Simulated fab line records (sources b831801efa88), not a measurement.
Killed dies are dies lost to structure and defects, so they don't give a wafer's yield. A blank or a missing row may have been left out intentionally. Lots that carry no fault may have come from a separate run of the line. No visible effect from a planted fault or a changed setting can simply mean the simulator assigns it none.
fab line records	flow sky130
[record] lots = 5	wafers = 15	last-day = 48
route steps=708 shown SONOS_TUNNEL@160 SONOS_ONO@168 GATE_OXIDE@187 PAD_OPEN@708
lots that met no fault: taken from a fault-free run of the same line
start-h: start of the lot's first displayed wafer, in hours after the record's first day	wait-h: hours elapsed since this lot's preceding step	" identical to the entry in the row above	L1.1+2: a single row standing in for several wafers	- either no value or no given start	* or withheld: withheld	< > ~ a bound
route shown NAME@n: NAME is a module with steps in the file, n the number in the route of the first one	usual: mean/standard deviation of fault-free wafers	same: alike in all rows	chamber/n: place in a boat	sites: readings site by site	_std_site: the values' standard deviation	_edge_site: outer sites' mean less inner sites'	radius-mm: how far each site lies from the wafer's centre	mask NAME#n: copy n	behind: tool/chamber where the wafer was last shaped	hold: cause of the lot's hold/its duration in hours/its outcome	device: whichever transistor did not switch (one of n, p or np)	end of line: at the end of the route, the tests of the same wafers	where a step has no rows: the recipe by itself	killed: count of dies lost to structure and defects at first sort (not the wafer's yield)	map: dies across one wafer; x = killed, . = not, _ = none there
set.NAME: the run value of the setting; set.NAME@STEP: its run value at that earlier step	model.NAME: the simulator's own value behind a step, which no gauge read
lots seen at some steps along the route; tables by step, rows by wafer
services: a tool's chamber out of use, with start hour (start-h, from the record's first day; less than 0 if before it), hours out, and reason
[[steps]]
[step SKY_SONOS_TUNNEL_DEVELOP_06]
[recipe] resist = NOVOLAK	developer = TMAH	develop-time-s = 60	dev-temp-c = 23
[step SKY_SONOS_TUNNEL_CD_MEAS_07]
[recipe] target-cd-nm = 410
[usual] cd-nm = 410.2/1.7
lot.wafer	tool	chamber	start-h	wait-h	cd-nm
L485.1	cd-sem-02	-	268.02	0.1	408.0
L485.2	"	-	"	"	409.2
L485.3	"	-	"	"	409.7
L486.1	cd-sem-01	-	275.22	0.1	410.8
L486.2	"	-	"	"	411.2
L486.3	"	-	"	"	408.7
L491.2	cd-sem-01	-	311.54	0.1	411.1
L491.3	"	-	"	"	413.3
L491.5	"	-	"	"	413.4
L494.4	cd-sem-01	-	331.67	0.1	411.9
L494.5	"	-	"	"	412.3
L494.6	"	-	"	"	411.0
L496.1	cd-sem-02	-	350.11	0.1	411.0
L496.3	"	-	"	"	409.3
L496.5	"	-	"	"	410.8
[step SKY_SONOS_TUNNEL_OVL_MEAS_08]
[usual] SONOS_TUNNEL_OVL = 0.3/1.5
lot.wafer	tool	chamber	start-h	wait-h	SONOS_TUNNEL_OVL[nm]
L485.1	overlay-01	-	268.14	0.1	1.3
L485.2	"	-	"	"	0.4
L485.3	"	-	"	"	2.0
L486.1	overlay-02	-	275.34	0.1	1.1
L486.2	"	-	"	"	-1.1
L486.3	"	-	"	"	1.3
L491.2	overlay-01	-	311.64	0.1	-0.3
L491.3	"	-	"	"	-0.1
L491.5	"	-	"	"	0.3
L494.4	overlay-01	-	331.75	0.1	0.3
L494.5	"	-	"	"	-0.2
L494.6	"	-	"	"	-0.8
L496.1	overlay-01	-	350.23	0.1	0.9
L496.3	"	-	"	"	0.0
L496.5	"	-	"	"	0.8
[step SKY_SONOS_TUNNEL_IMPLANT_09]
[recipe] species = B	energy-kev = 20	dose-cm2 = 1e+12	tilt-deg = withheld
[step SKY_SONOS_TUNNEL_WET_ETCH_10]
[recipe] chemistry = dHF	target-depth-nm = 14	target = SiO2	dilution = 100:1	temp-c = 25	time-s = 280
[step SKY_SONOS_TUNNEL_STRIP_11]
[recipe] chemistry = SPM	time-s = 600	temp-c = 130
[step SKY_SONOS_TUNNEL_TW_MEAS_12]
[usual] SONOS_TUNNEL_TW = 198.4/1.7
lot.wafer	tool	chamber	start-h	wait-h	SONOS_TUNNEL_TW
L485.1	film-metro-03	-	268.60	0.0	198.9
L485.2	"	-	"	"	199.1
L485.3	"	-	"	"	199.2
L486.1	film-metro-03	-	275.79	0.0	198.8
L486.2	"	-	"	"	199.2
L486.3	"	-	"	"	199.0
L491.2	film-metro-03	-	312.11	0.0	199.2
L491.3	"	-	"	"	198.6
L491.5	"	-	"	"	198.4
L494.4	film-metro-03	-	332.21	0.0	198.1
L494.5	"	-	"	"	198.7
L494.6	"	-	"	"	198.6
L496.1	film-metro-02	-	350.71	0.0	195.3
L496.3	"	-	"	"	196.4
L496.5	"	-	"	"	196.1
[step SKY_SONOS_TUNNEL_CLEAN_13]
[recipe] chemistry = dHF	time-s = 20	dilution = 100:1	dry = ipa-marangoni
[step SKY_SONOS_ONO_OXIDATION_00]
[recipe] temp-c = 800	ambient = O2	idle-temp-c = 700	ramp-up-c-per-min = 10	ramp-down-c-per-min = 3	stabilise-s = 600	purge-s = 300	target-thk-a = 26	ox-time-s = 1249
[step SKY_SONOS_ONO_THK_MEAS_01]
[recipe] reads = SiO2_of_SONOS_ONO_OXIDATION_00
[usual] SONOS_ONO_OXIDATION_THK = 2.61/0.063
lot.wafer	tool	chamber	start-h	wait-h	SONOS_ONO_OXIDATION_THK[nm]
L485.1	film-metro-04	-	271.28	0.0	2.58
L485.2	"	-	"	"	2.56
L485.3	"	-	"	"	2.65
L486.1	film-metro-01	-	278.16	0.0	2.57
L486.2	"	-	"	"	2.55
L486.3	"	-	"	"	2.54
L491.2	film-metro-02	-	315.90	0.0	2.51
L491.3	"	-	"	"	2.61
L491.5	"	-	"	"	2.64
L494.4	film-metro-04	-	333.76	0.0	2.66
L494.5	"	-	"	"	2.63
L494.6	"	-	"	"	2.62
L496.1	film-metro-04	-	352.14	0.0	2.70
L496.3	"	-	"	"	2.66
L496.5	"	-	"	"	2.67
[step SKY_SONOS_ONO_CVD_02]
[recipe] material = Si3N4	precursor = DCS/NH3	target-thk-nm = 10.5	temp-c = 770	time-s = 180	pressure-mtorr = 250
[step SKY_SONOS_ONO_THK_MEAS_03]
[recipe] reads = Si3N4_of_SONOS_ONO_CVD_02
[usual] SONOS_ONO_CVD_02_THK = 10.57/0.13
lot.wafer	tool	chamber	start-h	wait-h	SONOS_ONO_CVD_02_THK[nm]
L485.1	film-metro-04	-	272.39	0.0	10.45
L485.2	"	-	"	"	10.52
L485.3	"	-	"	"	10.53
L486.1	film-metro-02	-	279.69	0.0	10.49
L486.2	"	-	"	"	10.56
L486.3	"	-	"	"	10.62
L491.2	film-metro-04	-	322.87	0.1	10.40
L491.3	"	-	"	"	10.47
L491.5	"	-	"	"	10.56
L494.4	film-metro-02	-	337.19	0.0	10.60
L494.5	"	-	"	"	10.67
L494.6	"	-	"	"	10.59
L496.1	film-metro-02	-	354.54	0.0	10.47
L496.3	"	-	"	"	10.43
L496.5	"	-	"	"	10.33
[step SKY_SONOS_ONO_CVD_04]
[recipe] material = SiO2	precursor = SiH4/N2O	target-thk-nm = 5.7199	temp-c = 905.2	pressure-mtorr = 400
[usual] spike-tc-top-C = 918/3.8	zone-power-top-pct = 31.7/0.36	zone-power-upper-pct = 19.3/0.5
lot.wafer	tool	chamber	start-h	wait-h	spike-tc-top-C	zone-power-top-pct	zone-power-upper-pct	model.SiO2_of_SONOS_ONO_CVD_04.thk-nm
L485.1	lpcvd-03	1	272.45	0.1	914	32.0	18.9	6.545
L485.2	"	1	"	"	916	32.1	18.9	6.572
L485.3	"	1	"	"	916	31.7	18.9	6.608
L486.1	lpcvd-03	0	279.75	0.1	923	31.5	20.1	6.402
L486.2	"	0	"	"	922	31.4	19.7	6.351
L486.3	"	0	"	"	923	31.9	20.1	6.356
L491.2	lpcvd-03	0	324.74	1.9	923	31.5	19.7	6.063
L491.3	"	0	"	"	923	31.2	19.5	6.121
L491.5	"	0	"	"	921	31.7	19.7	6.106
L494.4	lpcvd-03	1	337.22	0.0	914	32.0	18.9	5.983
L494.5	"	1	"	"	914	31.9	18.7	6.057
L494.6	"	1	"	"	912	31.6	19.0	6.102
L496.1	lpcvd-03	1	354.60	0.1	916	32.1	18.8	5.777
L496.3	"	1	"	"	914	31.8	18.6	5.665
L496.5	"	1	"	"	914	32.0	18.8	5.797
[step SKY_SONOS_ONO_THK_MEAS_05]
[recipe] reads = SiO2_of_SONOS_ONO_CVD_04
[usual] SONOS_ONO_CVD_04_THK = 6.19/0.12
lot.wafer	tool	chamber	start-h	wait-h	SONOS_ONO_CVD_04_THK[nm]
L485.1	film-metro-04	-	273.70	0.0	6.55
L485.2	"	-	"	"	6.53
L485.3	"	-	"	"	6.62
L486.1	film-metro-01	-	281.00	0.0	6.41
L486.2	"	-	"	"	6.34
L486.3	"	-	"	"	6.32
L491.2	film-metro-01	-	326.04	0.1	6.07
L491.3	"	-	"	"	6.10
L491.5	"	-	"	"	6.14
L494.4	film-metro-02	-	338.50	0.0	5.98
L494.5	"	-	"	"	6.06
L494.6	"	-	"	"	6.09
L496.1	film-metro-02	-	355.85	0.0	5.78
L496.3	"	-	"	"	5.67
L496.5	"	-	"	"	5.78
[step SKY_SONOS_ONO_DEHYDRATE_06]
[recipe] temp-c = 200	time-s = 60
[step SKY_SONOS_ONO_HMDS_07]
[recipe] prime-time-s = 60	prime-temp-c = 120
[step SKY_SONOS_ONO_COAT_08]
[recipe] resist = NOVOLAK	spin-rpm = 3000	resist-thk-nm = 1140
[step SKY_SONOS_ONO_SOFTBAKE_09]
[recipe] temp-c = 90	time-s = 60	resist = NOVOLAK
[step SKY_SONOS_ONO_EXPOSE_10]
[recipe] mask-id = ONOM	target-cd-nm = 410	na = 0.6	source-shape = conventional	sigma-outer = 0.6	dose-mj = 150
[step SKY_SONOS_ONO_PEB_11]
[recipe] temp-c = withheld	time-s = *	resist = NOVOLAK
[step SKY_SONOS_ONO_DEVELOP_12]
[recipe] develop-time-s = 60	dev-temp-c = 23
[step SKY_SONOS_ONO_CD_MEAS_13]
[recipe] target-cd-nm = 410
[usual] cd-nm = 410.3/2.5
lot.wafer	tool	chamber	start-h	wait-h	cd-nm
L485.1	cd-sem-01	-	298.07	0.1	413.3
L485.2	"	-	"	"	410.4
L485.3	"	-	"	"	408.3
L486.1	cd-sem-02	-	305.42	0.1	410.2
L486.2	"	-	"	"	410.4
L486.3	"	-	"	"	410.6
L491.2	cd-sem-02	-	353.98	0.1	409.2
L491.3	"	-	"	"	408.4
L491.5	"	-	"	"	409.2
L494.4	cd-sem-02	-	365.11	0.1	411.0
L494.5	"	-	"	"	410.9
L494.6	"	-	"	"	411.3
L496.1	cd-sem-02	-	382.90	0.1	407.8
L496.3	"	-	"	"	408.4
L496.5	"	-	"	"	408.1
[step SKY_SONOS_ONO_OVL_MEAS_14]
[usual] SONOS_ONO_OVL = 1.0/1.5
lot.wafer	tool	chamber	start-h	wait-h	SONOS_ONO_OVL[nm]
L485.1	overlay-01	-	302.40	4.3	-0.8
L485.2	"	-	"	"	-0.8
L485.3	"	-	"	"	-0.3
L486.1	overlay-01	-	305.54	0.1	3.5
L486.2	"	-	"	"	2.9
L486.3	"	-	"	"	3.9
L491.2	overlay-01	-	354.09	0.1	1.0
L491.3	"	-	"	"	2.8
L491.5	"	-	"	"	1.3
L494.4	overlay-01	-	365.19	0.1	3.0
L494.5	"	-	"	"	1.4
L494.6	"	-	"	"	1.1
L496.1	overlay-01	-	383.02	0.1	1.1
L496.3	"	-	"	"	2.2
L496.5	"	-	"	"	2.0
[step SKY_SONOS_ONO_ETCH_15]
[recipe] target-depth-nm = 19.52	chemistry = CHF3/O2	source-w = 600	bias-w = 200	pressure-mtorr = 40	chf3-flow-sccm = 50	O2_flow_sccm = 5	time-s = 7.8
[usual] O2_flow_sccm = 5.001/0.015	drypump-motor-current-A = 5.8/0.34	oes-product-au = 1.000/0.015	throttle-valve-pct = 8.825/0.0091
lot.wafer	tool	chamber	start-h	wait-h	O2_flow_sccm	drypump-motor-current-A	oes-product-au	rf-hours-counter-h	throttle-valve-pct
L485.1	rie-diel-02	1	302.44	0.0	5.006	5.4	1.005	127	8.839
L485.2	"	3	"	"	5.002	5.7	0.996	10	8.823
L485.3	"	2	"	"	5.022	6.4	0.984	0	8.821
L486.1	rie-diel-01	2	305.58	0.0	4.994	6.1	0.986	104	8.827
L486.2	"	1	"	"	4.972	5.7	1.009	7	8.831
L486.3	"	0	"	"	5.003	5.6	1.005	20	8.828
L491.2	rie-diel-03	3	354.12	0.0	4.985	5.3	0.964	75	8.818
L491.3	"	1	"	"	4.997	6.2	1.001	76	8.826
L491.5	"	2	"	"	4.972	5.5	1.016	-	8.832
L494.4	rie-diel-03	2	365.21	0.0	4.989	5.5	1.019	90	8.828
L494.5	"	2	"	"	4.997	5.5	1.015	-	8.837
L494.6	"	3	"	"	4.984	5.4	0.975	-	8.821
L496.1	rie-diel-03	3	383.06	0.0	5.000	5.4	0.969	76	8.813
L496.3	"	0	"	"	5.019	5.6	1.024	10	8.834
L496.5	"	1	"	"	4.983	6.2	1.013	-	8.826
[step SKY_SONOS_ONO_WET_ETCH_16]
[recipe] chemistry = dHF	target-depth-nm = 14	dry = n2-spin	target = SiO2	dilution = 100:1	temp-c = 25	time-s = 280
[step SKY_SONOS_ONO_STRIP_17]
[recipe] chemistry = O2/N2	power-w = 1400	pressure-mtorr = 1500	platen-temp-c = withheld	o2-flow-sccm = 3000	n2-flow-sccm = 300	overash-fraction = 0.5
[usual] drypump-motor-current-A = 5.84/0.29	oes-product-au = 0.710/0.0044	strip-time-to-endpoint-s = 14.10/0.038
lot.wafer	tool	chamber	start-h	wait-h	drypump-motor-current-A	oes-product-au	rf-hours-counter-h	strip-time-to-endpoint-s
L485.1	plasma-asher-01	0	302.54	0.0	5.95	0.704	18	14.07
L485.2	"	1	"	"	6.30	0.713	18	14.09
L485.3	"	1	"	"	6.30	0.716	-	14.11
L486.1	plasma-asher-01	1	305.68	0.0	6.30	0.712	19	14.10
L486.2	"	0	"	"	5.98	0.708	19	14.12
L486.3	"	0	"	"	5.97	0.712	-	14.16
L491.2	plasma-asher-01	0	354.24	0.0	5.95	0.704	24	14.14
L491.3	"	1	"	"	6.29	0.714	-	14.10
L491.5	"	1	"	"	6.30	0.706	-	14.09
L494.4	plasma-asher-01	1	365.37	0.0	6.29	0.712	-	14.05
L494.5	"	1	"	"	6.31	0.709	-	14.08
L494.6	"	0	"	"	6.00	0.715	-	14.04
L496.1	plasma-asher-02	0	383.17	0.0	5.62	0.717	72	14.10
L496.3	"	0	"	"	5.64	0.709	-	14.10
L496.5	"	0	"	"	5.62	0.708	-	14.06
[step SKY_SONOS_ONO_WET_ETCH_18]
[recipe] chemistry = H3PO4	target-depth-nm = 15	target = Si3N4	temp-c = 160	time-s = 172
[step SKY_GATE_OXIDE_CLEAN_00]
[recipe] chemistry = SC1/SC2	mix = 1:4:20	temp-c = 70	time-s = 150	dry = n2-spin
[step SKY_GATE_OXIDE_OXIDATION_01]
[recipe] temp-c = 900	ambient = O2	stabilise-s = 600	purge-s = 300	target-thk-a = 102.68	ox-time-s = 1473
[step SKY_GATE_OXIDE_THK_MEAS_02]
[recipe] reads = SiO2_of_GATE_OXIDE_OXIDATION_01
[usual] GATE_OXIDE_OXIDATION_00_THK = 10.31/0.22
lot.wafer	tool	chamber	start-h	wait-h	GATE_OXIDE_OXIDATION_00_THK[nm]
L485.1	film-metro-01	-	307.33	0.0	10.56
L485.2	"	-	"	"	10.38
L485.3	"	-	"	"	10.39
L486.1	film-metro-01	-	307.39	0.1	10.03
L486.2	"	-	"	"	10.06
L486.3	"	-	"	"	9.99
L491.2	film-metro-01	-	357.15	0.0	10.71
L491.3	"	-	"	"	10.87
L491.5	"	-	"	"	10.87
L494.4	film-metro-03	-	367.88	0.0	10.42
L494.5	"	-	"	"	10.27
L494.6	"	-	"	"	10.33
L496.1	film-metro-01	-	385.97	0.0	10.00
L496.3	"	-	"	"	10.02
L496.5	"	-	"	"	10.32
[step SKY_GATE_OXIDE_DEHYDRATE_03]
[recipe] temp-c = 200	time-s = 60
[step SKY_GATE_OXIDE_HMDS_04]
[recipe] prime-time-s = 60	prime-temp-c = 120
[step SKY_GATE_OXIDE_COAT_05]
[recipe] resist = NOVOLAK	spin-rpm = 3000	resist-thk-nm = 1140
[step SKY_GATE_OXIDE_SOFTBAKE_06]
[recipe] temp-c = 90	time-s = 60	resist = NOVOLAK
[step SKY_GATE_OXIDE_EXPOSE_07]
[recipe] mask-id = LVOM	na = 0.6	source-shape = conventional	sigma-outer = 0.6	polarization = unpolarized	target-cd-nm = 600	dose-mj = 170
[step SKY_GATE_OXIDE_PEB_08]
[recipe] temp-c = withheld	time-s = *	resist = NOVOLAK
[step SKY_GATE_OXIDE_DEVELOP_09]
[recipe] resist = NOVOLAK	developer = TMAH	develop-time-s = 60	dev-temp-c = 23
[step SKY_GATE_OXIDE_OVL_MEAS_10]
[usual] GATE_OXIDE_OVL = 0.6/1.1
lot.wafer	tool	chamber	start-h	wait-h	GATE_OXIDE_OVL[nm]
L485.1	overlay-01	-	329.12	0.1	0.4
L485.2	"	-	"	"	-0.3
L485.3	"	-	"	"	-0.3
L486.1	overlay-01	-	329.55	0.1	1.2
L486.2	"	-	"	"	1.2
L486.3	"	-	"	"	0.2
L491.2	overlay-01	-	384.11	0.1	1.3
L491.3	"	-	"	"	1.1
L491.5	"	-	"	"	0.6
L494.4	overlay-02	-	396.32	0.1	0.1
L494.5	"	-	"	"	0.7
L494.6	"	-	"	"	1.3
L496.1	overlay-02	-	413.86	0.1	1.8
L496.3	"	-	"	"	1.9
L496.5	"	-	"	"	2.3
[step SKY_GATE_OXIDE_IMPLANT_11]
[recipe] species = B	energy-kev = 10	dose-cm2 = 2.642e+12	tilt-deg = withheld
[step SKY_GATE_OXIDE_WET_ETCH_12]
[recipe] chemistry = dHF	target-depth-nm = 16.8	dry = n2-spin	target = SiO2	dilution = 100:1	temp-c = 25	time-s = 336
[step SKY_GATE_OXIDE_STRIP_13]
[recipe] chemistry = O2/N2	power-w = 1400	pressure-mtorr = 1500	platen-temp-c = withheld	o2-flow-sccm = 3000	n2-flow-sccm = 300	overash-fraction = 0.5
[usual] drypump-motor-current-A = 5.91/0.27	oes-product-au = 0.716/0.0046	strip-time-to-endpoint-s = 14.19/0.04
lot.wafer	tool	chamber	start-h	wait-h	drypump-motor-current-A	oes-product-au	rf-hours-counter-h	strip-time-to-endpoint-s
L485.1	plasma-asher-04	1	329.40	0.0	6.14	0.716	64	14.14
L485.2	"	0	"	"	5.58	0.703	64	14.16
L485.3	"	0	"	"	5.58	0.716	-	14.12
L486.1	plasma-asher-01	0	329.84	0.0	5.98	0.721	22	14.21
L486.2	"	1	"	"	6.27	0.712	22	14.17
L486.3	"	0	"	"	5.95	0.719	-	14.19
L491.2	plasma-asher-01	0	384.39	0.0	5.97	0.712	26	14.19
L491.3	"	1	"	"	6.25	0.711	-	14.16
L491.5	"	0	"	"	6.00	0.717	-	14.13
L494.4	plasma-asher-02	1	396.63	0.0	5.78	0.710	-	14.16
L494.5	"	0	"	"	5.61	0.716	-	14.15
L494.6	"	1	"	"	5.81	0.719	-	14.20
L496.1	plasma-asher-02	1	414.16	0.0	5.80	0.718	75	14.19
L496.3	"	1	"	"	5.77	0.718	-	14.20
L496.5	"	1	"	"	5.74	0.723	-	14.17
[step SKY_GATE_OXIDE_TW_MEAS_14]
[usual] GATE_OXIDE_TW = 226.3/1.4
lot.wafer	tool	chamber	start-h	wait-h	GATE_OXIDE_TW
L485.1	film-metro-03	-	329.50	0.1	226.9
L485.2	"	-	"	"	226.0
L485.3	"	-	"	"	226.9
L486.1	film-metro-03	-	329.94	0.1	227.2
L486.2	"	-	"	"	226.7
L486.3	"	-	"	"	226.7
L491.2	film-metro-04	-	384.50	0.1	224.9
L491.3	"	-	"	"	225.5
L491.5	"	-	"	"	224.4
L494.4	film-metro-04	-	396.72	0.1	224.0
L494.5	"	-	"	"	224.5
L494.6	"	-	"	"	225.7
L496.1	film-metro-03	-	414.26	0.1	227.2
L496.3	"	-	"	"	226.1
L496.5	"	-	"	"	227.7
[step SKY_GATE_OXIDE_CLEAN_15]
[recipe] chemistry = SC1/SC2	mix = 1:4:20	temp-c = 70	time-s = 150	dry = n2-spin
[usual] bath-guard-temp-C = 70.0/0.46
lot.wafer	tool	chamber	start-h	wait-h	bath-guard-temp-C	model.SiO2_of_SONOS_ONO_CVD_04.thk-nm
L485.1	wet-bench-01	1	329.56	0.1	69.7	5.021
L485.2	"	1	"	"	70.2	5.049
L485.3	"	1	"	"	69.9	5.082
L486.1	wet-bench-01	3	330.00	0.1	69.9	4.886
L486.2	"	3	"	"	70.1	4.836
L486.3	"	3	"	"	69.9	4.847
L491.2	wet-bench-02	3	384.55	0.0	70.5	4.583
L491.3	"	3	"	"	70.9	4.637
L491.5	"	3	"	"	70.4	4.619
L494.4	wet-bench-02	0	396.75	0.0	70.0	4.471
L494.5	"	0	"	"	70.2	4.548
L494.6	"	0	"	"	70.0	4.587
L496.1	wet-bench-02	1	414.32	0.1	70.6	4.262
L496.3	"	1	"	"	70.5	4.152
L496.5	"	1	"	"	70.2	4.287
[step SKY_PAD_OPEN_PROBE_99]
[usual] killed_at_M0_to_M3 = 43/7.5	killed_at_M4_up = 3.0/1.6	killed-at-contacts = 23/5.8	killed-at-front-end = 14/4.8	killed-at-other = 0.3/0.52	killed-dies = 84/9.1	killed-open = 47/7.2	killed-short = 37/5.8
[same] gross-dies = 492	killed-at-back-side = 0
lot.wafer	tool	chamber	start-h	wait-h	killed_at_M0_to_M3	killed_at_M4_up	killed-at-contacts	killed-at-front-end	killed-at-other	killed-dies	killed-open	killed-short	model.etest.cap-ono.gate-log10-a-cm2	model.etest.cap-ono.tox-acc-nm	model.etest.sonos-programmed.vt-v	model.etest.sonos-erased.vt-v	model.etest.sonos-baked.vt-v
L486.1	prober-02	-	1096.97	0.1	40	3	28	15	0	86	53	33	-8.794	13.57	1.084	-1.939	0.6362
L486.2	prober-02	-	1097.02	0.1	47	2	20	12	0	81	50	31	-8.715	13.54	1.121	-2.006	0.6877
L486.3	prober-02	-	1097.07	0.2	52	4	16	11	0	83	37	46	-8.733	13.48	1.079	-2	0.7022
L485.1	prober-01	-	1097.51	0.1	34	3	22	24	0	83	42	41	-8.905	13.64	0.9685	-1.931	0.6234
L485.2	prober-01	-	1097.56	0.1	50	2	23	19	0	94	44	50	-9.032	13.76	0.9519	-1.814	0.5734
L485.3	prober-01	-	1097.61	0.2	51	2	19	10	0	82	42	40	-9.137	13.82	0.9432	-1.824	0.5632
L491.2	prober-02	-	1137.56	0.1	51	3	27	15	0	96	55	41	-8.263	13.13	1.301	-2.191	0.828
L491.3	prober-02	-	1137.61	0.2	54	1	27	12	0	94	53	41	-8.458	13.3	1.207	-2.119	0.7852
L491.5	prober-02	-	1137.71	0.2	39	2	30	10	1	82	49	33	-8.547	13.36	1.188	-2.085	0.7864
L494.4	prober-01	-	1143.79	0.2	51	7	17	14	2	91	57	34	-8.423	13.24	1.266	-2.117	0.8234
L494.5	prober-01	-	1143.84	0.2	42	1	21	12	1	77	40	37	-8.511	13.4	1.235	-2.055	0.8316
L494.6	prober-01	-	1143.89	0.2	42	3	30	6	0	81	42	39	-8.531	13.34	1.163	-2.045	0.7871
L496.1	prober-01	-	1153.39	0.1	46	4	30	15	0	95	50	45	-8.137	13.05	1.412	-2.185	0.9479
L496.3	prober-01	-	1153.49	0.2	31	5	22	13	1	72	39	33	-7.936	12.87	1.492	-2.244	0.9819
L496.5	prober-01	-	1153.59	0.2	37	1	26	15	0	79	36	43	-8.052	12.99	1.46	-2.227	0.9694
// killed by level:class
L486.1 VIA1:geometric-particle:open=16 CONTACT:geometric-particle:open=12 LI_CONTACT:geometric-particle:open=7 VIA2:geometric-particle:open=6 METAL1:geometric-particle:short=5 FIELD_ISO:geometric-particle:short=4 POLY_GATE:geometric-particle:short=4 POLY_GATE:geometric-particle:open=4
L486.2 VIA1:geometric-particle:open=17 METAL1:geometric-particle:short=7 LI_CONTACT:geometric-particle:open=6 CONTACT:geometric-particle:open=5 FIELD_ISO:geometric-particle:open=4 POLY_GATE:geometric-particle:open=4 LI_CONTACT:geometric-particle:short=4 METAL2:geometric-particle:short=4
L486.3 METAL2:geometric-particle:short=12 VIA1:geometric-particle:open=11 METAL1:geometric-particle:short=7 CONTACT:geometric-particle:short=6 CONTACT:geometric-particle:open=6 VIA3:geometric-particle:open=6 VIA1:geometric-particle:short=5 VIA2:geometric-particle:open=5
L485.1 VIA2:geometric-particle:open=8 FIELD_ISO:geometric-particle:short=7 METAL3:geometric-particle:short=6 LI_CONTACT:geometric-particle:short=6 CONTACT:geometric-particle:open=6 VIA3:geometric-particle:open=5 POLY_GATE:geometric-particle:short=4 POLY_GATE:geometric-particle:open=4
L485.2 VIA1:geometric-particle:open=12 METAL2:geometric-particle:short=8 CONTACT:geometric-particle:open=8 VIA1:geometric-particle:short=7 VIA3:geometric-particle:open=6 CONTACT:geometric-particle:short=6 POLY_GATE:geometric-particle:open=5 METAL1:geometric-particle:short=5
L485.3 VIA1:geometric-particle:open=12 VIA2:geometric-particle:open=9 VIA1:geometric-particle:short=7 METAL2:geometric-particle:short=7 CONTACT:geometric-particle:open=6 LI_CONTACT:geometric-particle:open=4 CONTACT:geometric-particle:short=4 VIA3:geometric-particle:open=4
L491.2 VIA2:geometric-particle:open=11 VIA1:geometric-particle:open=10 CONTACT:geometric-particle:open=10 LI_CONTACT:geometric-particle:open=8 METAL1:geometric-particle:short=8 LOCAL_INTERCONNECT:geometric-particle:short=5 METAL3:geometric-particle:short=4 FIELD_ISO:geometric-particle:open=3
L491.3 VIA1:geometric-particle:open=12 VIA3:geometric-particle:open=10 LOCAL_INTERCONNECT:geometric-particle:short=8 VIA2:geometric-particle:open=8 METAL2:geometric-particle:short=6 FIELD_ISO:geometric-particle:open=5 LI_CONTACT:geometric-particle:open=5 CONTACT:geometric-particle:open=5
L491.5 VIA1:geometric-particle:open=11 CONTACT:geometric-particle:open=9 LI_CONTACT:geometric-particle:open=7 VIA3:geometric-particle:open=7 METAL2:geometric-particle:short=5 LI_CONTACT:geometric-particle:short=4 LOCAL_INTERCONNECT:geometric-particle:short=4 POLY_GATE:geometric-particle:open=3
L494.4 VIA1:geometric-particle:open=12 VIA2:geometric-particle:open=10 VIA3:geometric-particle:open=8 CONTACT:geometric-particle:open=6 METAL4:geometric-particle:short=5 FIELD_ISO:geometric-particle:open=4 FIELD_ISO:geometric-particle:short=4 LI_CONTACT:geometric-particle:open=4
L494.5 CONTACT:geometric-particle:open=9 VIA1:geometric-particle:open=9 METAL3:geometric-particle:short=7 METAL2:geometric-particle:short=5 LI_CONTACT:geometric-particle:open=5 LOCAL_INTERCONNECT:geometric-particle:short=5 METAL1:geometric-particle:short=5 FIELD_ISO:geometric-particle:open=4
L494.6 VIA1:geometric-particle:open=14 LOCAL_INTERCONNECT:geometric-particle:short=8 CONTACT:geometric-particle:open=8 LI_CONTACT:geometric-particle:open=7 VIA1:geometric-particle:short=6 CONTACT:geometric-particle:short=5 VIA3:geometric-particle:open=4 METAL1:geometric-particle:short=4
L496.1 VIA3:geometric-particle:open=8 LI_CONTACT:geometric-particle:open=8 CONTACT:geometric-particle:short=7 CONTACT:geometric-particle:open=7 METAL1:geometric-particle:short=7 METAL2:geometric-particle:short=6 VIA2:geometric-particle:open=6 FIELD_ISO:geometric-particle:short=5
L496.3 VIA2:geometric-particle:open=8 VIA1:geometric-particle:open=7 LI_CONTACT:geometric-particle:short=7 VIA3:geometric-particle:open=6 LI_CONTACT:geometric-particle:open=5 LOCAL_INTERCONNECT:geometric-particle:short=5 FIELD_ISO:geometric-particle:short=3 POLY_GATE:geometric-particle:open=3
L496.5 VIA2:geometric-particle:open=9 FIELD_ISO:geometric-particle:short=7 CONTACT:geometric-particle:short=7 VIA1:geometric-particle:open=6 LOCAL_INTERCONNECT:geometric-particle:short=6 CONTACT:geometric-particle:open=6 LI_CONTACT:geometric-particle:open=4 METAL2:geometric-particle:short=4
[[services]]
tool	chamber	start-h	hours	kind
wet-bench-02	-	253.06	1.6	repair
lpcvd-03	-	255.29	1.3	repair
rie-diel-03	3	258.09	5.6	repair
rie-diel-02	2	272.46	4.7	repair
rie-diel-01	-	274.08	2.8	pm
rie-diel-02	-	276.53	2.8	pm
rie-diel-02	2	279.28	-	clean
rie-diel-02	2	279.28	15.3	scheduled-down
rie-diel-02	2	279.28	15.3	vent-cycle
plasma-asher-02	-	307.86	1.8	repair
rie-diel-02	0	309.21	-	clean
rie-diel-02	0	309.21	26.3	scheduled-down
rie-diel-02	0	309.21	26.3	vent-cycle
rie-diel-03	-	328.74	0.7	repair
rie-diel-02	-	329.11	1.0	repair
rie-diel-02	1	335.51	-	clean
rie-diel-02	1	335.51	15.4	scheduled-down
rie-diel-02	1	335.51	15.4	vent-cycle
rie-diel-02	3	346.87	5.6	repair
rie-diel-03	0	352.04	1.4	repair
plasma-asher-01	-	360.87	1.6	repair
rie-diel-03	3	369.07	8.3	repair
plasma-asher-04	-	384.05	2.2	repair
plasma-asher-04	-	401.92	2.2	repair
[[key]]
[first-sign] step = SKY_SONOS_ONO_THK_MEAS_05	reading = SONOS_ONO_CVD_04_THK	direction = down	sigmas = 3.7	usual = 6.19	struck = 5.74
effect none on later readings
[model-effect] step = SKY_SONOS_ONO_CVD_04	value = SiO2_of_SONOS_ONO_CVD_04.thk-nm	without = 6.084	struck = 5.746
[model-effect] step = SKY_GATE_OXIDE_CLEAN_15	value = SiO2_of_SONOS_ONO_CVD_04.thk-nm	without = 4.571	struck = 4.234
[model-effect] step = SKY_PAD_OPEN_PROBE_99	value = etest.cap-ono.gate-log10-a-cm2	without = -8.477	struck = -8.042
met-at SKY_SONOS_ONO_CVD_04
struck-wafers L496.1,L496.3,L496.5
tester-left-out L496
onset-between 337.22 354.60
also-fits time
[fault] kind = process-parameter-drift	tool = lpcvd-03	chamber = -	onset-h = 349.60	steps = SKY_SONOS_ONO_CVD_04	channel = target-thk-nm	offset = -0.31057	shape = step	end-h = 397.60	stated = 5.7199
// tester-left-out: of these lots the tester's yield and bins aren't shown, on N5 and GAA mostly nor the transistor test; their killed dies are dies lost to structure and defects alone, not to doping, threshold or leakage, so they don't give the yield
